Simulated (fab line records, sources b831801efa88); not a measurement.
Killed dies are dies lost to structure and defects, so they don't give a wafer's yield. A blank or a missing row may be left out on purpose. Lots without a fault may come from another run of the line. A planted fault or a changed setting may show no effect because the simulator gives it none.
One fault seen from 2 desks | flow sky130 | each desk has only its own numbers; what lay behind them comes last

THE METROLOGY DESK
What the gauges read, lot by lot, whatever tool the lot ran on: means of the sampled wafers that have a number. A lot is out of limits, marked OUT, if its mean lies more than 4 standard deviations from the usual mean; the brackets give that distance.
Columns: A = PASSIVATION_CVD_00_THK at SKY_PASSIVATION_THK_MEAS_01, usual 90.0 nm
lot  | first seen here | A
L908 | day 43 22:02    | 90.6
L909 | day 44 08:16    | 89.7
L910 | day 44 09:50    | 91.9
L911 | day 44 20:50    | 89.2
L912 | day 45 05:10    | 91.5
L914 | day 45 11:59    | 89.6
L916 | day 46 17:01    | 90.0
L915 | day 46 18:25    | 89.2
L919 | day 46 23:34    | 91.2
L927 | day 48 15:03    | 89.0
L928 | day 48 21:49    | 91.3
L930 | day 49 03:25    | 89.9
This desk's finding: nothing out of limits on any of the 12 lots.

THE TOOL OWNER'S DESK: plasma_asher-02
The tool's own readings at SKY_LDD_N_STRIP_16 (strips in O2/N2): means of the sampled wafers that have a number, for each lot that ran on this tool. A lot is out of limits, marked OUT, if its mean lies more than 4 standard deviations from the usual mean; the brackets give that distance.
Columns: A = drypump_motor_current_A at SKY_LDD_N_STRIP_16, usual 5.7 A; B = oes_product_au at SKY_LDD_N_STRIP_16, usual 0.406 a.u.; C = strip_time_to_endpoint_s at SKY_LDD_N_STRIP_16, usual 4.313 s
lot  | first seen here | A   | B     | C
L908 | day 17 19:13    | 5.5 | 0.408 | 4.310
L914 | day 20 02:19    | 5.5 | 0.405 | 4.297
L916 | day 21 06:58    | 6.2 | 0.410 | 4.329
L915 | day 21 07:19    | 5.5 | 0.405 | 4.308
L919 | day 22 03:34    | 5.9 | 0.406 | 4.296
L927 | day 24 16:40    | 5.9 | 0.407 | 4.331
This desk's finding: nothing out of limits on any of the 6 lots.

PUT TOGETHER
The metrology desk saw nothing out of limits.
The tool owner's desk saw nothing out of limits.

WHAT THE SIMULATOR HAD PUT IN
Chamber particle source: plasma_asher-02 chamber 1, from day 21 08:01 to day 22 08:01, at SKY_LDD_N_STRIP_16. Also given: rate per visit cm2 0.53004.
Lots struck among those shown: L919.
